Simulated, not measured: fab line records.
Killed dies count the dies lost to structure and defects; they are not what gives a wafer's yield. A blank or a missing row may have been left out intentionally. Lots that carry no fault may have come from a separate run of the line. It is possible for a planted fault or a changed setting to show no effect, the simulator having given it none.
fab line records	flow sky130
[record] lots = 14	wafers = 42	last_day = 52
route steps=708 shown VT_ADJUST_HVTR@138 SONOS_TUNNEL@162 LDD_N@241 LDD_P@262
lots that met no fault: from a run of the same line without faults
start_h: hours from the record's opening day to when the first of the lot's shown wafers began	wait_h: time in hours since the lot's previous step	" repeats the value in the row above	L1.1+2: a single row standing in for several wafers	- no value present, or no start provided	* or withheld: withheld	< > ~ a bound
route shown NAME@n: names a module that has steps shown in the file, with the first one's number in the route	usual: mean/standard deviation of fault-free wafers	same: alike in all rows	chamber/n: place in a boat	sites: per-site readings	_std_site: standard deviation across them	_edge_site: the outer-site mean with the inner-site mean subtracted	radius_mm: for every site, how far away it sits from the centre of the wafer	mask NAME#n: copy n	behind: tool/chamber where the wafer was last shaped	hold: what put the lot on hold/how long, in hours/how the hold closed	device: which transistor (n, p or np) failed to switch	end of line: the same wafers' tests at the end of the route	for a step that has no rows: nothing shown but its recipe	killed: not the wafer's yield, but the dies lost to structure and defects at the first sort	map: dies across one wafer; x = killed, . = not, _ = none there
set.NAME: the setting the step ran with; set.NAME@STEP: the setting that earlier step ran with	model.NAME: the simulator's own value behind a step, which no gauge read
steps of the route over a sample of lots; a table a step, a row a wafer
services: a tool's chamber out of use, with start hour (start_h, from the record's first day; less than 0 if before it), hours out, and reason
[[steps]]
[step SKY_VT_ADJUST_HVTR_CD_MEAS_07]
[recipe] target_cd_nm = 380
[usual] cd_nm = 379.4/2.4
lot.wafer	tool	chamber	start_h	wait_h	cd_nm
L853.1	cd_sem-01	-	227.37	0.2	381.3
L853.3	"	-	"	"	381.1
L853.5	"	-	"	"	383.5
L854.1	cd_sem-01	-	231.40	0.1	378.0
L854.4	"	-	"	"	379.4
L854.5	"	-	"	"	379.9
L855.2	cd_sem-01	-	237.76	0.2	380.4
L855.4	"	-	"	"	382.3
L855.5	"	-	"	"	379.2
L856.2	cd_sem-01	-	242.22	0.1	377.6
L856.3	"	-	"	"	378.6
L856.6	"	-	"	"	381.1
L857.2	cd_sem-01	-	244.69	0.1	378.7
L857.4	"	-	"	"	378.1
L857.6	"	-	"	"	376.8
L858.1	cd_sem-01	-	247.20	0.1	377.4
L858.2	"	-	"	"	377.6
L858.3	"	-	"	"	378.7
L859.1	cd_sem-01	-	247.62	0.1	381.9
L859.2	"	-	"	"	382.5
L859.4	"	-	"	"	381.6
L861.1	cd_sem-01	-	248.15	0.1	378.8
L861.4	"	-	"	"	380.7
L861.5	"	-	"	"	378.1
L864.2	cd_sem-01	-	251.27	0.1	377.3
L864.3	"	-	"	"	380.0
L864.6	"	-	"	"	380.7
L866.3	cd_sem-01	-	253.64	0.1	382.6
L866.5	"	-	"	"	381.4
L866.6	"	-	"	"	383.8
L868.3	cd_sem-01	-	397.69	0.1	378.7
L868.4	"	-	"	"	380.6
L868.5	"	-	"	"	378.7
L872.1	cd_sem-02	-	400.92	0.1	377.6
L872.3	"	-	"	"	376.6
L872.5	"	-	"	"	379.2
L870.3	cd_sem-02	-	402.59	0.1	381.7
L870.4	"	-	"	"	380.2
L870.5	"	-	"	"	378.9
L871.1	cd_sem-02	-	403.50	0.1	376.2
L871.2	"	-	"	"	373.3
L871.4	"	-	"	"	376.9
[step SKY_SONOS_TUNNEL_OVL_MEAS_08]
[usual] SONOS_TUNNEL_OVL = 0.4/1.5
lot.wafer	tool	chamber	start_h	wait_h	SONOS_TUNNEL_OVL[nm]
L853.1	overlay-02	-	276.81	0.1	2.4
L853.3	"	-	"	"	-1.5
L853.5	"	-	"	"	-1.5
L854.1	overlay-01	-	281.32	0.1	1.3
L854.4	"	-	"	"	1.4
L854.5	"	-	"	"	-0.2
L855.2	overlay-01	-	288.17	0.1	1.6
L855.4	"	-	"	"	1.2
L855.5	"	-	"	"	1.0
L856.2	overlay-01	-	292.57	0.1	2.0
L856.3	"	-	"	"	2.3
L856.6	"	-	"	"	2.2
L857.2	overlay-01	-	295.02	0.1	1.0
L857.4	"	-	"	"	1.4
L857.6	"	-	"	"	2.9
L858.1	overlay-01	-	296.94	0.1	-0.5
L858.2	"	-	"	"	2.1
L858.3	"	-	"	"	-1.1
L859.1	overlay-01	-	297.07	0.1	0.9
L859.2	"	-	"	"	0.9
L859.4	"	-	"	"	0.8
L861.1	overlay-01	-	300.06	0.1	0.7
L861.4	"	-	"	"	0.7
L861.5	"	-	"	"	2.2
L864.2	overlay-01	-	302.09	0.1	0.5
L864.3	"	-	"	"	-0.7
L864.6	"	-	"	"	0.6
L866.3	overlay-02	-	304.22	0.1	1.0
L866.5	"	-	"	"	-0.7
L866.6	"	-	"	"	-2.0
L868.3	overlay-02	-	461.13	0.1	0.1
L868.4	"	-	"	"	1.8
L868.5	"	-	"	"	0.6
L872.1	overlay-02	-	465.21	0.1	1.6
L872.3	"	-	"	"	2.1
L872.5	"	-	"	"	1.5
L870.3	overlay-02	-	466.00	0.1	1.0
L870.4	"	-	"	"	0.7
L870.5	"	-	"	"	2.2
L871.1	overlay-01	-	466.16	0.1	1.3
L871.2	"	-	"	"	0.2
L871.4	"	-	"	"	0.9
[step SKY_LDD_N_EXPOSE_04]
[recipe] mask_id = NTM	target_cd_nm = 840	na = 0.6	source_shape = conventional	sigma_outer = 0.6	dose_mj = 110
[usual] exposure_dose_mJ_cm2 = 109.98/0.11	focus_offset_nm = 0.0/0.58
lot.wafer	tool	chamber	start_h	wait_h	mask	exposure_dose_mJ_cm2	focus_offset_nm
L853.1	iline_stepper-01	0	419.69	-	NTM#0	109.92	0.2
L853.3	"	0	"	"	NTM#0	110.01	0.2
L853.5	"	0	"	"	NTM#0	109.86	-0.3
L854.1	iline_stepper-01	0	427.57	-	NTM#0	110.16	-0.9
L854.4	"	0	"	"	NTM#0	110.21	0.6
L854.5	"	0	"	"	NTM#0	110.19	0.2
L855.2	iline_stepper-02	0	432.89	-	NTM#0	110.16	0.0
L855.4	"	0	"	"	NTM#0	110.12	-0.6
L855.5	"	0	"	"	NTM#0	109.98	-0.6
L856.2	iline_stepper-01	0	441.41	-	NTM#0	110.08	-1.1
L856.3	"	0	"	"	NTM#0	110.06	-0.6
L856.6	"	0	"	"	NTM#0	110.20	-0.8
L857.2	iline_stepper-02	0	443.78	-	NTM#0	109.82	0.6
L857.4	"	0	"	"	NTM#0	109.93	0.8
L857.6	"	0	"	"	NTM#0	109.95	-0.5
L858.1	iline_stepper-02	0	448.27	-	NTM#0	109.89	0.1
L858.2	"	0	"	"	NTM#0	109.96	1.6
L858.3	"	0	"	"	NTM#0	110.01	0.7
L859.1	iline_stepper-01	0	449.00	-	NTM#0	110.04	-0.7
L859.2	"	0	"	"	NTM#0	110.11	-0.4
L859.4	"	0	"	"	NTM#0	110.06	-1.0
L861.1	iline_stepper-01	0	452.47	-	NTM#0	109.86	0.4
L861.4	"	0	"	"	NTM#0	109.99	-0.4
L861.5	"	0	"	"	NTM#0	110.16	0.2
L866.3	iline_stepper-02	0	456.56	-	NTM#0	110.16	-0.4
L866.5	"	0	"	"	NTM#0	110.07	0.5
L866.6	"	0	"	"	NTM#0	110.04	-0.2
L864.2	iline_stepper-02	0	457.91	-	NTM#0	109.84	-0.7
L864.3	"	0	"	"	NTM#0	109.88	-0.8
L864.6	"	0	"	"	NTM#0	109.97	-0.3
L868.3	iline_stepper-01	-	614.06	-	NTM#0	-	-
L868.4	"	-	"	"	NTM#0	-	-
L868.5	"	-	"	"	NTM#0	-	-
L872.1	iline_stepper-01	-	616.52	-	NTM#0	-	-
L872.3	"	-	"	"	NTM#0	-	-
L872.5	"	-	"	"	NTM#0	-	-
L870.3	iline_stepper-01	0	618.11	-	NTM#0	109.99	0.5
L870.4	"	0	"	"	NTM#0	110.02	-0.1
L870.5	"	0	"	"	NTM#0	110.05	0.7
L871.1	iline_stepper-01	0	620.19	-	NTM#0	109.73	0.8
L871.2	"	0	"	"	NTM#0	109.90	1.0
L871.4	"	0	"	"	NTM#0	109.76	0.3
[step SKY_LDD_P_CD_MEAS_07]
[recipe] target_cd_nm = 380
[usual] cd_nm = 379.8/2.6
lot.wafer	tool	chamber	start_h	wait_h	cd_nm
L853.1	cd_sem-01	-	467.89	0.1	375.5
L853.3	"	-	"	"	380.9
L853.5	"	-	"	"	379.0
L854.1	cd_sem-01	-	475.52	0.1	379.1
L854.4	"	-	"	"	376.9
L854.5	"	-	"	"	379.0
L855.2	cd_sem-01	-	480.51	0.1	380.3
L855.4	"	-	"	"	382.3
L855.5	"	-	"	"	379.7
L856.2	cd_sem-01	-	489.31	0.1	380.6
L856.3	"	-	"	"	378.4
L856.6	"	-	"	"	378.2
L857.2	cd_sem-01	-	492.44	0.1	385.2
L857.4	"	-	"	"	384.1
L857.6	"	-	"	"	385.6
L858.1	cd_sem-01	-	496.89	0.1	382.3
L858.2	"	-	"	"	383.8
L858.3	"	-	"	"	382.7
L859.1	cd_sem-01	-	497.87	0.1	381.9
L859.2	"	-	"	"	381.9
L859.4	"	-	"	"	383.3
L861.1	cd_sem-01	-	500.09	0.1	377.8
L861.4	"	-	"	"	378.2
L861.5	"	-	"	"	376.4
L866.3	cd_sem-02	-	503.68	0.1	376.7
L866.5	"	-	"	"	374.7
L866.6	"	-	"	"	377.0
L864.2	cd_sem-01	-	505.51	0.1	378.3
L864.3	"	-	"	"	379.5
L864.6	"	-	"	"	381.7
L868.3	cd_sem-02	-	658.08	0.2	380.4
L868.4	"	-	"	"	379.3
L868.5	"	-	"	"	378.0
L872.1	cd_sem-02	-	661.02	0.1	384.1
L872.3	"	-	"	"	382.1
L872.5	"	-	"	"	384.1
L870.3	cd_sem-01	-	661.96	0.1	378.6
L870.4	"	-	"	"	379.7
L870.5	"	-	"	"	379.6
L871.1	cd_sem-02	-	663.44	0.1	377.3
L871.2	"	-	"	"	377.8
L871.4	"	-	"	"	376.3
[[services]]
tool	chamber	start_h	hours	kind
iline_stepper-02	-	402.83	4.4	repair
iline_stepper-02	0	406.72	-	calibration
iline_stepper-01	-	465.66	1.7	pm
iline_stepper-01	0	537.83	-	calibration
iline_stepper-02	-	613.63	1.7	pm
iline_stepper-02	0	613.77	-	calibration
[[key]]
[first_sign] step = SKY_LDD_N_EXPOSE_04	reading = tool_record	direction = missing
effect none on later readings
met_at SKY_LDD_N_EXPOSE_04
struck_lots L868,L872
sort_left_out L868.3,L868.4,L868.5,L872.1,L872.3,L872.5
tester_left_out L868,L872
not_acting_at SKY_VT_ADJUST_HVTR_CD_MEAS_07,SKY_SONOS_TUNNEL_OVL_MEAS_08,SKY_LDD_P_CD_MEAS_07
onset_between 452.47 614.06
[fault] kind = skipped_step_whole	tool = iline_stepper-01	chamber = -	onset_h = 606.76	steps = SKY_LDD_N_EXPOSE_04	scope = struck_lots_only
// tester_left_out: of these lots the tester's yield and bins aren't shown, on N5 and GAA mostly nor the transistor test; their killed dies are dies lost to structure and defects alone, not to doping, threshold or leakage, so they don't give the yield
// sort_left_out: the simulated sort isn't trusted on such a fault, so these wafers' sort isn't shown, and their yield isn't known
